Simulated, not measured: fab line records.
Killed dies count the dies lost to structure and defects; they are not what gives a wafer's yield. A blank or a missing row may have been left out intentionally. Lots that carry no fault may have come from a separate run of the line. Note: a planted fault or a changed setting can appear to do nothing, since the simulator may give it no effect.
Matching of chambers	flow sky130	pecvd-01 running SKY_CAPM_CVD_00: 3 sister chambers
The step deposits SiO2, target thk 15.5 nm. 6 wafers are shown with their chamber, then 8 later ones without.

WAFERS PAIRED WITH THEIR CHAMBERS
wafer	chamber	rfFwdPowerW (W)	heaterPowerW (W)
L085.1	0	441.6	673
L085.2	1	441.9	660
L085.4	0	438.0	656
L086.4	2	445.0	696
L086.5	1	443.9	720
L088.1	2	441.8	602

WAFERS WITH NO CHAMBER GIVEN
wafer	rfFwdPowerW (W)	heaterPowerW (W)
L088.4	444.6	617
L088.6	442.8	664
L090.1	441.3	672
L090.5	445.4	672
L090.6	443.2	606
L096.2	441.1	664
L096.4	443.7	704
L096.6	443.7	600

WHICH CHAMBER EACH ONE RAN IN
wafer	from the rows above	in truth
L088.4	can't be placed: 2 or 1 or 0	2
L088.6	can't be placed: 2 or 1 or 0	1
L090.1	can't be placed: 0 or 1 or 2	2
L090.5	can't be placed: 2 or 1 or 0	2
L090.6	can't be placed: 2 or 1 or 0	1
L096.2	can't be placed: 0 or 1 or 2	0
L096.4	can't be placed: 1 or 2 or 0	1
L096.6	can't be placed: 2 or 1 or 0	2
Correct placement for 0 of the 8. Unplaceable from these rows: 8, with the true chamber sitting among the candidates in 8. Number placed wrongly: 0.
How it was worked out, from the rows above alone: a wafer's distance from a chamber is the root of the sum, over the readings, of the square of ((its reading less the chamber's mean) divided by the reading's scatter). The wafer belongs to the nearest chamber; if the next one is less than 2 further off, it can't be placed. For every chamber, the mean is computed from those of its wafers that are shown. The scatter is the square root of a quotient: the sum, over the shown wafers, of each reading's squared deviation from its chamber's mean, divided by wafers minus chambers.
